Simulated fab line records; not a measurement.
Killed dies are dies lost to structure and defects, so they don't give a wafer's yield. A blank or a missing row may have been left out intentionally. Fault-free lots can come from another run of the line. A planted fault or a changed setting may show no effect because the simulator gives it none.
A lot that was struck, set against a sound lot / flow sfqLine / 28 out of 325 route steps
Sound: the wafers L377.1, L377.5, L377.6. Wafers struck: L380.1, L380.2, L380.5. The cause comes at the end.
Order at every step that has rows: each side's tool, ch and its chambers, its first start. Under that, the readings that differ: sound wafers / struck wafers / difference of the means / sigmas: that difference in standard deviations of wafers without a fault.
alike: a reading whose means differ by less than 2 such deviations, as well as words and numbers matching on both sides. not compared: withheld readings; readings where some wafer has no value; bounds like >300 that might hide an equal value; numbers whose values overlap and for which the record gives no deviation.
The two part at a step that has a row with sigmas, a row that says differs or no value, or rows on one side only. Numbers that don't overlap but have no deviation are shown without sigmas and don't part them. A reading that every wafer of one side lacks parts them only if that side has two wafers or more.

first, 6 steps without rows for these wafers: SFQ_TRILAYER_M2_LITHO_COAT_062 (resist thk 62 nm); SFQ_TRILAYER_M2_LITHO_COAT_057 (resist thk 600 nm); SFQ_TRILAYER_M2_LITHO_SOFTBAKE_061; SFQ_TRILAYER_M2_LITHO_EXPOSE_058 (exposes mask M2, target cd 500 nm); SFQ_TRILAYER_M2_LITHO_PEB_060 (peb time 60 s); SFQ_TRILAYER_M2_LITHO_DEVELOP_059 (time 60 s).
SFQ_M2_OVL_MEAS_916:
  sound on overlay-02, day 32 23:35; struck on overlay-01, day 33 11:35
reading=M2_OVL (nm); sound=-6 -5 -2; struck=8 2 7; difference=+10; sigmas=+2
then, 1 step without rows for these wafers: SFQ_TRILAYER_M2_BARC_OPEN_METAL_ETCH_077 (etches BARC in O2, target depth 125 nm, time 41.7 s).
SFQ_TRILAYER_M2_ETCH_METAL_ETCH_060: etches Nb in Cl2/Ar, stops on SiO2, target depth 240 nm, time 120 s.
  sound on rieMetal-04 ch 0,1, day 32 23:41; struck on rieMetal-01 ch 0,1, day 33 11:41
  alike: drypumpMotorCurrentA, oesProductAu
  not compared: rfHoursCounterH
SFQ_TRILAYER_M2_STRIP_STRIP_061: strips in O2.
  sound on rieMetal-04 ch 0,1, day 32 23:49; struck on rieMetal-01 ch 0,1, day 33 11:49
  alike: drypumpMotorCurrentA, oesProductAu
  not compared: rfHoursCounterH
then, 2 steps without rows for these wafers: SFQ_TRILAYER_M2_STRIP_SOLV_CLEAN_062 (cleans in NMP, time 600 s); SFQ_TRILAYER_I2_DEP_PECVD_063 (deposits SiO2 from SiH4/N2O, time 111.11 s, target thk 500 nm).
SFQ_TRILAYER_I2_CMP_CMP_064: polishes SiO2.
  sound on cmp-02 ch 0,3, day 33 09:04; struck on cmp-01 ch 0,2,3, day 33 19:50
reading=timeToEndpointS (s); sound=212 210 222; struck=238 223 237; difference=+18; sigmas=+2
reading=model.SiO2_of_TRILAYER_I2_DEP_PECVD_063.thkNm (nm); sound=202 200.5 199.8; struck=181 180.3 180.4; difference=-20; sigmas=
  alike: motorCurrentA
SFQ_I2_BOW_MEAS_917:
  sound on filmMetro-03, day 33 12:04; struck on filmMetro-02, day 33 21:50
  alike: I2_BOW
SFQ_TRILAYER_I2_METRO_MEASURE_065:
  sound on filmMetro-03, day 33 12:11; struck on filmMetro-02, day 33 21:58
reading=thkNm (nm); sound=202.1 200.4 199.8; struck=181.0 180.2 180.4; difference=-20.2; sigmas=-18
then, 6 steps without rows for these wafers: SFQ_TRILAYER_I2_VIA_LITHO_COAT_072 (resist thk 62 nm); SFQ_TRILAYER_I2_VIA_LITHO_COAT_067 (resist thk 650 nm); SFQ_TRILAYER_I2_VIA_LITHO_SOFTBAKE_071; SFQ_TRILAYER_I2_VIA_LITHO_EXPOSE_068 (exposes mask I2, target cd 500 nm); SFQ_TRILAYER_I2_VIA_LITHO_PEB_070 (peb time 60 s); SFQ_TRILAYER_I2_VIA_LITHO_DEVELOP_069 (time 60 s).
-- the record jumps here: 5 days lie between the struck wafers' starts before and after --
SFQ_I2_OVL_MEAS_918:
  sound on overlay-02, day 38 21:24; struck on overlay-02, day 39 07:00
  alike: I2_OVL
SFQ_TRILAYER_I2_VIA_BARC_OPEN_VIA_ETCH_096: etches BARC in O2, target depth 125 nm, time 41.7 s.
  sound on rieDiel-03 ch 0,2,3, day 38 21:26; struck on rieDiel-02 ch 0,1, day 39 07:02
  alike: drypumpMotorCurrentA, oesProductAu
  not compared: rfHoursCounterH
SFQ_TRILAYER_I2_VIA_ETCH_VIA_ETCH_070: etches SiO2 in CHF3, stops on Nb, target depth 260 nm.
  sound on rieDiel-03 ch 0,2,3, day 38 21:29; struck on rieDiel-02 ch 0,1, day 39 07:05
reading=oesProductAu (a.u.); sound=0.853 0.848 0.849; struck=0.806 0.814 0.811; difference=-0.040; sigmas=-7
reading=model.I2.featureDepthNm (nm); sound=202 200.5 199.8; struck=181 180.3 180.4; difference=-20; sigmas=
reading=model.etch.depthNm (nm); sound=202 200.5 199.8; struck=181 180.3 180.4; difference=-20; sigmas=
  alike: drypumpMotorCurrentA
SFQ_TRILAYER_I2_VIA_STRIP_STRIP_071: strips in O2.
  sound on rieMetal-04 ch 0,1, day 38 21:35; struck on rieMetal-04 ch 0,1, day 39 07:11
  alike: drypumpMotorCurrentA, oesProductAu
  not compared: rfHoursCounterH
then, 1 step without rows for these wafers: SFQ_TRILAYER_I2_VIA_STRIP_SOLV_CLEAN_072 (cleans in NMP, time 600 s).
SFQ_TRILAYER_M3_DEP_PRE_CLEAN_074: time 22.5 s.
  sound on pvdSputter-03, day 38 22:22; struck on pvdSputter-06, day 39 07:58
reading=model.SiO2_of_TRILAYER_I2_DEP_PECVD_063.thkNm (nm); sound=194.5 193 192.3; struck=173.5 172.8 172.9; difference=-20.2; sigmas=
SFQ_TRILAYER_M3_DEP_SPUTTER_073: material Nb, target thk 200 nm, time 133.3 s.
  sound on pvdSputter-03, day 38 22:23; struck on pvdSputter-06, day 39 07:59
  alike: chamberPressurePa, throttleValvePct

## WHERE THEY PART
First at SFQ_M2_OVL_MEAS_916; last, within this record, at SFQ_TRILAYER_I2_VIA_ETCH_VIA_ETCH_070. Later steps at which nothing parts them and some readings are alike: SFQ_TRILAYER_I2_VIA_STRIP_STRIP_071, SFQ_TRILAYER_M3_DEP_SPUTTER_073.

WHY: what the simulator had put in
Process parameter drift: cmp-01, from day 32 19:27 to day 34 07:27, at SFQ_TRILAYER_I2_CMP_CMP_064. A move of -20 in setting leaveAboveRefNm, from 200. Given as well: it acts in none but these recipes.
